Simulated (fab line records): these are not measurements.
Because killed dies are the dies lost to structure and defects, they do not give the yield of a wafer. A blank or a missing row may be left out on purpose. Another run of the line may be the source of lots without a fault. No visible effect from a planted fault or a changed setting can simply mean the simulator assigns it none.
A sampling plan put to the test    flow sky130    each of the 14 faults these records tell of, on one fab line, judged from the records of the lots it struck
What counts as the plan is the set of the line's own looks, namely the steps on the route at which a gauge or an inspection reads a wafer and does not change it. A look is open to judgement when struck wafers have a number at it and the file gives its usual mean and standard deviation on fault-free wafers. Caught: at a look after the fault's first step, the mean of the struck wafers lies 4 or more of those standard deviations (sigma) from the usual mean. On the tool: the test repeated on the tool's own readings taken at the fault's steps. If the struck wafers alone have a blank record, or they carry another recipe, that too counts as caught.

== THE FAULTS, as the simulator had put them in ==
1. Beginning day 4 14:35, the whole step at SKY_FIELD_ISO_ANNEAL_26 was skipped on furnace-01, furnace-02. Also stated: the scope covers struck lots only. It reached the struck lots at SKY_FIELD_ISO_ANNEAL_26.
2. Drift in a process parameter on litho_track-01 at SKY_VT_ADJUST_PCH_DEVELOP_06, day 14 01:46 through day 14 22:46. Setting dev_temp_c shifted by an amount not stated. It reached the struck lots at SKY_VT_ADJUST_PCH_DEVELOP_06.
3. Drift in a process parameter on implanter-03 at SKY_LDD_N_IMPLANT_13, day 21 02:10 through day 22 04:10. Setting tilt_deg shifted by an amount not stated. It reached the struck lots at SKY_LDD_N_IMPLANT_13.
4. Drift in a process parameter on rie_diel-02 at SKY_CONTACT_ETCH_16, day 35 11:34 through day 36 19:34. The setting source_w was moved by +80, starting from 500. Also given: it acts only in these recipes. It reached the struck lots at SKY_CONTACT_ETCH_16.
5. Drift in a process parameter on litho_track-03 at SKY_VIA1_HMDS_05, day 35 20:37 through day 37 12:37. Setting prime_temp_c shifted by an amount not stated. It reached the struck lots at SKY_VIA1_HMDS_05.
6. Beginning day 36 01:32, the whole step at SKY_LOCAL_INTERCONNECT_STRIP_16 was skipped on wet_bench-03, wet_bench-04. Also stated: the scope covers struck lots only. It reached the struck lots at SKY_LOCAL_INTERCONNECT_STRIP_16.
7. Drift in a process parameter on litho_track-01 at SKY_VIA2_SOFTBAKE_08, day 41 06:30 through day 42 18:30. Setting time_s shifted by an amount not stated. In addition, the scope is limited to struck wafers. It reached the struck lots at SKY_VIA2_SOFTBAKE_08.
8. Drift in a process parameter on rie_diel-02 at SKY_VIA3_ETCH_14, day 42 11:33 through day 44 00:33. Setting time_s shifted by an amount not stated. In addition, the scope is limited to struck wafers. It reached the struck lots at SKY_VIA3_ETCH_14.
9. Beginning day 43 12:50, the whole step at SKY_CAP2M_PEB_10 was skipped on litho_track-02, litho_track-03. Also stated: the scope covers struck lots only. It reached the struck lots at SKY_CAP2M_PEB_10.
10. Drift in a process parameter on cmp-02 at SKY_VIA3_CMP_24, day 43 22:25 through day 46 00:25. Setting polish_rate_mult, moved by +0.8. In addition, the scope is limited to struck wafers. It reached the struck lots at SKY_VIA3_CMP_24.
11. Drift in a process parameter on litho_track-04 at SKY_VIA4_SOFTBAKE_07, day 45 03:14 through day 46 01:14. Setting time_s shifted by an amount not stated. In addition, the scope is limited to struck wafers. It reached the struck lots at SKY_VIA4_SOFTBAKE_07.
12. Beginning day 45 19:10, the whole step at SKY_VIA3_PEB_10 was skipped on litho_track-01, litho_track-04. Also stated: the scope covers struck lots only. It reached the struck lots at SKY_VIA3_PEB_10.
13. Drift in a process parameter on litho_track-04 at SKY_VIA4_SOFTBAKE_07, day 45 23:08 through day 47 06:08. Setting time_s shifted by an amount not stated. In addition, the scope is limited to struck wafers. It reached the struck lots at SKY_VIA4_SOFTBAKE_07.
14. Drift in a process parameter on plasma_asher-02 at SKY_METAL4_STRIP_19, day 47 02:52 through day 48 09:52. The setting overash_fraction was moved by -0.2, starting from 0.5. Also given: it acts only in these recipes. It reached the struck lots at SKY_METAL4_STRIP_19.

== WHAT THE PLAN SAW ==
fault  on the tool itself                                first look that catches it                    reading, sigma  median hours from its first step to that look  hours from the fault's start to the first struck lot there  judged looks passed uncaught
1      the tool's record is blank for the struck wafers  no look after it can be judged                -               -                                              -                                                           0
2      developer_temp_C -8.3 sigma                       not the one look that can be judged after it  -               -                                              -                                                           1
3      tilt_deg -99 or beyond sigma                      no look after it can be judged                -               -                                              -                                                           0
4      rf_fwd_power_W +37 sigma                          no look after it can be judged                -               -                                              -                                                           0
5      prime_temp_c +51 sigma                            not the one look that can be judged after it  -               -                                              -                                                           1
6      the tool's record is blank for the struck wafers  no look after it can be judged                -               -                                              -                                                           0
7      run_length_s -99 or beyond sigma                  not the one look that can be judged after it  -               -                                              -                                                           1
8      oes_product_au +13 sigma                          not the one look that can be judged after it  -               -                                              -                                                           1
9      no reading that can be judged                     no look after it can be judged                -               -                                              -                                                           0
10     time_to_endpoint_s -13 sigma                      no look after it can be judged                -               -                                              -                                                           0
11     run_length_s +13 sigma                            not the one look that can be judged after it  -               -                                              -                                                           1
12     no reading that can be judged                     no look after it can be judged                -               -                                              -                                                           0
13     heater_power_total_W +99 or beyond sigma          no look after it can be judged                -               -                                              -                                                           0
14     under 2 sigma                                     no look after it can be judged                -               -                                              -                                                           0
A dash: this means the fault isn't caught or the number doesn't appear in these records.

Caught at a look: 0 of 14. Caught on the tool: 11 of 14. By one or the other: 11 of 14.
Caught on the tool alone: faults 1, 2, 3, 4, 5, 6, 7, 8, 10, 11, 13.
Caught by neither: faults 9, 12, 14.
